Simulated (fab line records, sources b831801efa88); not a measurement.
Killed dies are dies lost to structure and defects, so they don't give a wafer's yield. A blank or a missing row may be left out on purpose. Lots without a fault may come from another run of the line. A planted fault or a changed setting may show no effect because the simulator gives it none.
A struck lot beside a sound one | flow sfq_line | 13 steps out of a route of 325
Sound: wafers L399.1, L399.3, L399.5. Struck: wafers L390.4, L390.5. The cause comes at the end.
At each step with rows: each side's tool, then ch and its chambers, then its first start. Under that, the readings that differ: sound wafers | struck wafers | difference of the means | sigmas: that difference in standard deviations of wafers without a fault.
alike: readings whose means differ by less than 2 such deviations, and words and numbers that are the same on both sides. not compared: withheld readings, readings that some wafer has no value for, bounds like >300 that may hide the same value, and numbers for which the record gives no deviation and whose values overlap.
The two part at a step that has a row with sigmas, a row that says differs or no value, or rows on one side only. Numbers that don't overlap but have no deviation are shown without sigmas and don't part them. A reading that every wafer of one side lacks parts them only if that side has two wafers or more.

SFQ_TRILAYER_JJ_TRILAYER_DEP_SPUTTER_112: material Nb, target thk 170 nm, time 113.3 s.
  sound on pvd_sputter-04, day 62 19:13; struck on pvd_sputter-05, day 53 10:46
  alike: chamber_pressure_pa, throttle_valve_pct
SFQ_JJ_RS_MEAS_929: measures by four-point-probe.
  sound on film_metro-01, day 62 19:17; struck on film_metro-04, day 53 10:55
  reading           | sound             | struck      | difference | sigmas
  JJ_NB_RS (ohm/sq) | 1.046 1.065 1.041 | 1.082 1.078 | +0.029     | +2
then, 6 steps without rows for these wafers: SFQ_TRILAYER_JJ_CE_LITHO_COAT_119 (resist thk 62 nm); SFQ_TRILAYER_JJ_CE_LITHO_COAT_114 (resist thk 600 nm); SFQ_TRILAYER_JJ_CE_LITHO_SOFTBAKE_118; SFQ_TRILAYER_JJ_CE_LITHO_EXPOSE_115 (exposes mask J5, target cd 700 nm); SFQ_TRILAYER_JJ_CE_LITHO_PEB_117 (peb time 60 s); SFQ_TRILAYER_JJ_CE_LITHO_DEVELOP_116 (time 60 s).
-- the record jumps here: 3 days lie between the struck wafers' starts before and after --
SFQ_JJ_OVL_MEAS_931:
  sound on overlay-02, day 63 02:43; struck on overlay-01, day 56 12:04
  alike: J5_OVL
SFQ_TRILAYER_JJ_CE_METRO_MEASURE_117:
  sound on cd_sem-01, day 63 02:44; struck on cd_sem-02, day 56 12:40
  alike: cd_nm
SFQ_TRILAYER_JJ_CE_BARC_OPEN_RIE_150: chemistry O2, target BARC, target depth 240 nm, time 80 s.
  sound on rie_metal-02 ch 0,1, day 63 03:56; struck on rie_metal-02 ch 1, day 56 13:19
  alike: drypump_motor_current_A, oes_product_au
  not compared: rf_hours_counter_h
SFQ_TRILAYER_JJ_CE_ETCH_RIE_118: chemistry SF6, target Nb, stops on Al2O3, time 97.7 s, target depth 170 nm.
  sound on rie_metal-02 ch 0,1, day 63 04:02; struck on rie_metal-02 ch 1, day 56 13:24
  reading                                                | sound             | struck          | difference | sigmas
  oes_product_au (a.u.)                                  | 0.988 0.976 0.988 | 0.923 0.928     | -0.058     | -7
  over_etch_frac                                         | 0.15 0.15 0.15    | 0.26203 0.26203 | +0.11203   |
  model.KrF_of_TRILAYER_JJ_CE_LITHO_COAT_114.thk_nm (nm) | 472.5 476.2 477.5 | 464.4 467.4     | -9.5       |
  alike: drypump_motor_current_A
  not compared: rf_hours_counter_h
then, 1 step without rows for these wafers: SFQ_TRILAYER_JJ_ANODIZE_ANODIZE_119.

WHERE THEY PART
First at SFQ_JJ_RS_MEAS_929; last, within this record, at SFQ_TRILAYER_JJ_CE_ETCH_RIE_118.

WHY: what the simulator had put in
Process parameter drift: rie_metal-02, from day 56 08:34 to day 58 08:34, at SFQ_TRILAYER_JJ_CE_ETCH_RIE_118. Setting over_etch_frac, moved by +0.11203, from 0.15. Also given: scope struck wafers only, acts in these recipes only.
